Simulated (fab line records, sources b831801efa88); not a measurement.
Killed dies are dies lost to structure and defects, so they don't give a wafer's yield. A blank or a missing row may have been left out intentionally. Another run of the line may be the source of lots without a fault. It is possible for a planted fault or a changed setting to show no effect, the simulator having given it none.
Matching of chambers ; flow gf180mcu ; GF_CONTACT_CMP_27 on cmp-01 has 4 sister chambers
The step polishes, stops on SiO2, t overpolish 15 s, target thk 0 nm. 4 wafers are shown with their chamber, then 8 later ones without.

== WAFERS WITH THEIR CHAMBER ==
wafer;chamber;motor current A (A)
L153.6;1;11.1
L157.4;2;11.4
L160.1;0;10.7
L160.2;3;10.0

== WAFERS MISSING THEIR CHAMBER ==
wafer;motor current A (A)
L160.6;11.9
L162.2;10.8
L162.5;10.1
L162.6;10.6
L164.5;10.8
L164.6;9.9
L165.3;11.6
L166.6;10.7

== THE CHAMBER EACH PASSED THROUGH ==
wafer;from the rows above;in truth
L160.6;can't be placed: 2 or 1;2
L162.2;can't be placed: 0 or 1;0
L162.5;3;3
L162.6;can't be placed: 0 or 1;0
L164.5;can't be placed: 0 or 1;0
L164.6;3;3
L165.3;can't be placed: 2 or 1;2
L166.6;can't be placed: 0 or 1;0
Correct placement for 2 of the 8. Unplaceable from these rows: 6, with the true chamber sitting among the candidates in 6. 0 placed wrongly.
How it was worked out, from the rows above alone: a wafer's distance from a chamber is the root of the sum, over the readings, of the square of ((its reading less the chamber's mean) divided by the reading's scatter). The wafer belongs to the nearest chamber; if the next one is less than 2 further off, it can't be placed. The mean given for a chamber averages the wafers shown for that chamber. The scatter: root of mean squared gap, hidden wafer to nearest shown wafer, with one shown wafer a chamber.
